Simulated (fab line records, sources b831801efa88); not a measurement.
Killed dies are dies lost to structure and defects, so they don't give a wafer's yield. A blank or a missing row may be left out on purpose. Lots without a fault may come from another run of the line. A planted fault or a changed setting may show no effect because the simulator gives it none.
Chamber matching | flow sfq_line | SFQ_TRILAYER_I4_CMP_CMP_100 on cmp-01: 4 sister chambers
The step polishes SiO2. 8 wafers are shown with their chamber, then 10 later ones without.

WAFERS WITH THEIR CHAMBER
wafer  | chamber | motor_current_A (A) | time_to_endpoint_s (s)
L364.1 | 3       | 11.0                | 216
L367.2 | 3       | 11.2                | 228
L367.1 | 1       | 10.5                | 206
L370.4 | 2       | 10.7                | 218
L370.5 | 1       | 10.8                | 204
L370.6 | 0       | 9.9                 | 216
L373.1 | 2       | 10.5                | 204
L373.3 | 0       | 10.1                | 209

WAFERS WITHOUT THEIR CHAMBER
wafer  | motor_current_A (A) | time_to_endpoint_s (s)
L373.4 | 10.8                | 210
L378.3 | 9.7                 | 217
L378.5 | 10.7                | 202
L378.6 | 10.5                | 208
L383.4 | 11.2                | 227
L383.2 | 10.4                | 193
L383.6 | 9.9                 | 220
L384.1 | 9.8                 | 230
L384.3 | 10.7                | 200
L384.5 | 9.5                 | 234

WHICH CHAMBER EACH WENT THROUGH
wafer  | from the rows above          | in truth
L373.4 | can't be placed: 1 or 2 or 3 | 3
L378.3 | 0                            | 0
L378.5 | can't be placed: 1 or 2      | 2
L378.6 | can't be placed: 2 or 1      | 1
L383.4 | 3                            | 3
L383.2 | can't be placed: 1 or 2 or 0 | 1
L383.6 | 0                            | 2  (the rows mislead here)
L384.1 | 0                            | 0
L384.3 | can't be placed: 1 or 2      | 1
L384.5 | 0                            | 0
Placed correctly: 4 of 10. Can't be placed from these rows: 5 (the true chamber is among the candidates in 5). Placed wrongly: 1.
How it was worked out, from the rows above alone: a wafer's distance from a chamber is the root of the sum, over the readings, of the square of ((its reading less the chamber's mean) divided by the reading's scatter). The wafer belongs to the nearest chamber; if the next one is less than 2 further off, it can't be placed. A chamber's mean is the mean of its shown wafers. The scatter: the root of (the sum of the squares of (reading less its chamber's mean) over the shown wafers, divided by (wafers less chambers)).
